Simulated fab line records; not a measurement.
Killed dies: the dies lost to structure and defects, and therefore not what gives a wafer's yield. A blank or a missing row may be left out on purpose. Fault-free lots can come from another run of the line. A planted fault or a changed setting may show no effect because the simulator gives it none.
A sampling plan put to the test :: flow sky130 :: each of the 13 faults these records tell of, on one fab line, judged from the records of the lots it struck
The plan is the line's own looks: the steps of the route at which a gauge or an inspection reads the wafer and doesn't change it. Where struck wafers have a number at a look and the file lists that look's usual mean and standard deviation on fault-free wafers, the look can be judged. Caught: at a look after the fault's first step, the mean of the struck wafers lies 4 or more of those standard deviations (sigma) from the usual mean. On the tool: the test repeated on the tool's own readings taken at the fault's steps. Another recipe on the struck wafers, or a record that is blank for them alone, also counts as caught.

THE FAULTS, as the simulator had put them in
1. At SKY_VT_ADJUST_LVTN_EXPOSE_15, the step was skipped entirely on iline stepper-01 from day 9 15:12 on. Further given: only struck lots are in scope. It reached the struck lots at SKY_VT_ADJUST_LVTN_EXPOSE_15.
2. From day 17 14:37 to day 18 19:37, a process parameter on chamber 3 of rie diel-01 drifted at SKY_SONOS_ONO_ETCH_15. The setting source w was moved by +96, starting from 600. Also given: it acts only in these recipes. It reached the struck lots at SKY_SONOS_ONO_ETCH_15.
3. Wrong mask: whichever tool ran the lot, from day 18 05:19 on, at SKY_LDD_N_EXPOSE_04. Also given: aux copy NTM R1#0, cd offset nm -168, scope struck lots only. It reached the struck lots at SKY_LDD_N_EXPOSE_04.
4. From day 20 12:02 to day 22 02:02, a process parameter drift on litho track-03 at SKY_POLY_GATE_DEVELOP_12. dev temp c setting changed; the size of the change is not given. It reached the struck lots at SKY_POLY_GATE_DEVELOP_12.
5. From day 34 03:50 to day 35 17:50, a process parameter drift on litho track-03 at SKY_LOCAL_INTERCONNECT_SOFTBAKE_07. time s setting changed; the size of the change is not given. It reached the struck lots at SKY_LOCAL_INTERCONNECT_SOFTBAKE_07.
6. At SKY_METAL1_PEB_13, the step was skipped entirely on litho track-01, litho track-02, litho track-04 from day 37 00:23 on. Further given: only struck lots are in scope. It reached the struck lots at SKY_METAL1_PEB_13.
7. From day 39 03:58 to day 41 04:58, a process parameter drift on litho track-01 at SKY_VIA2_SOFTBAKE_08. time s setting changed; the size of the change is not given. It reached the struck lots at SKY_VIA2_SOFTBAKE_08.
8. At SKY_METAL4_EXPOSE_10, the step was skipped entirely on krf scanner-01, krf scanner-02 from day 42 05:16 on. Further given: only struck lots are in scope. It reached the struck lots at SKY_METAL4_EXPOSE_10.
9. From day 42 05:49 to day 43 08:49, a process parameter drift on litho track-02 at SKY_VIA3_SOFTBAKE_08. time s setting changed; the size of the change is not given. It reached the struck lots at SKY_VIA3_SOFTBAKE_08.
10. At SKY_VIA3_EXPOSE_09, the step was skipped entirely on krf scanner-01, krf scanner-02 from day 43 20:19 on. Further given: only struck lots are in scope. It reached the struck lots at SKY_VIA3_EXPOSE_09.
11. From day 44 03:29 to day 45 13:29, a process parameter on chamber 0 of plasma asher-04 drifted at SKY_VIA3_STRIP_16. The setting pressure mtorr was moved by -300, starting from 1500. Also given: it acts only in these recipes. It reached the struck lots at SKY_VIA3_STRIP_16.
12. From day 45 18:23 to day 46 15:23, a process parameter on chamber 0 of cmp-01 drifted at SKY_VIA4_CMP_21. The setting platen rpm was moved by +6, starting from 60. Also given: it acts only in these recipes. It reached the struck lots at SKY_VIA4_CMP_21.
13. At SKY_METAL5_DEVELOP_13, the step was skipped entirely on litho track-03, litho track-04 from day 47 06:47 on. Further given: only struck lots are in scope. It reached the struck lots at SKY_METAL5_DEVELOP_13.

WHAT THE PLAN SAW
fault: 1
on the tool itself: no reading that can be judged
first look that catches it: none of the 2 looks that can be judged after it
reading, sigma: -
median hours from its first step to that look: -
hours from the fault's start to the first struck lot there: -
judged looks passed uncaught: 2

fault: 2
on the tool itself: rf fwd power W +31 sigma
first look that catches it: not the one look that can be judged after it
reading, sigma: -
median hours from its first step to that look: -
hours from the fault's start to the first struck lot there: -
judged looks passed uncaught: 1

fault: 3
on the tool itself: under 2 sigma
first look that catches it: not the one look that can be judged after it
reading, sigma: -
median hours from its first step to that look: -
hours from the fault's start to the first struck lot there: -
judged looks passed uncaught: 1

fault: 4
on the tool itself: developer temp C -20 sigma
first look that catches it: no look after it can be judged
reading, sigma: -
median hours from its first step to that look: -
hours from the fault's start to the first struck lot there: -
judged looks passed uncaught: 0

fault: 5
on the tool itself: run length s -99 or beyond sigma
first look that catches it: no look after it can be judged
reading, sigma: -
median hours from its first step to that look: -
hours from the fault's start to the first struck lot there: -
judged looks passed uncaught: 0

fault: 6
on the tool itself: no reading that can be judged
first look that catches it: no look after it can be judged
reading, sigma: -
median hours from its first step to that look: -
hours from the fault's start to the first struck lot there: -
judged looks passed uncaught: 0

fault: 7
on the tool itself: run length s -99 or beyond sigma
first look that catches it: no look after it can be judged
reading, sigma: -
median hours from its first step to that look: -
hours from the fault's start to the first struck lot there: -
judged looks passed uncaught: 0

fault: 8
on the tool itself: no reading that can be judged
first look that catches it: no look after it can be judged
reading, sigma: -
median hours from its first step to that look: -
hours from the fault's start to the first struck lot there: -
judged looks passed uncaught: 0

fault: 9
on the tool itself: run length s -32 sigma
first look that catches it: not the one look that can be judged after it
reading, sigma: -
median hours from its first step to that look: -
hours from the fault's start to the first struck lot there: -
judged looks passed uncaught: 1

fault: 10
on the tool itself: no reading that can be judged
first look that catches it: no look after it can be judged
reading, sigma: -
median hours from its first step to that look: -
hours from the fault's start to the first struck lot there: -
judged looks passed uncaught: 0

fault: 11
on the tool itself: chamber pressure mTorr -99 or beyond sigma
first look that catches it: no look after it can be judged
reading, sigma: -
median hours from its first step to that look: -
hours from the fault's start to the first struck lot there: -
judged looks passed uncaught: 0

fault: 12
on the tool itself: platen rpm +99 or beyond sigma
first look that catches it: no look after it can be judged
reading, sigma: -
median hours from its first step to that look: -
hours from the fault's start to the first struck lot there: -
judged looks passed uncaught: 0

fault: 13
on the tool itself: the tool's record is blank for the struck wafers
first look that catches it: no look after it can be judged
reading, sigma: -
median hours from its first step to that look: -
hours from the fault's start to the first struck lot there: -
judged looks passed uncaught: 0
A dash: the fault is not caught, or the number is missing from these records.

Caught at a look: 0 of 13. Caught on the tool: 8 of 13. By one or the other: 8 of 13.
Caught on the tool alone: faults 2, 4, 5, 7, 9, 11, 12, 13.
Caught by neither: faults 1, 3, 6, 8, 10.
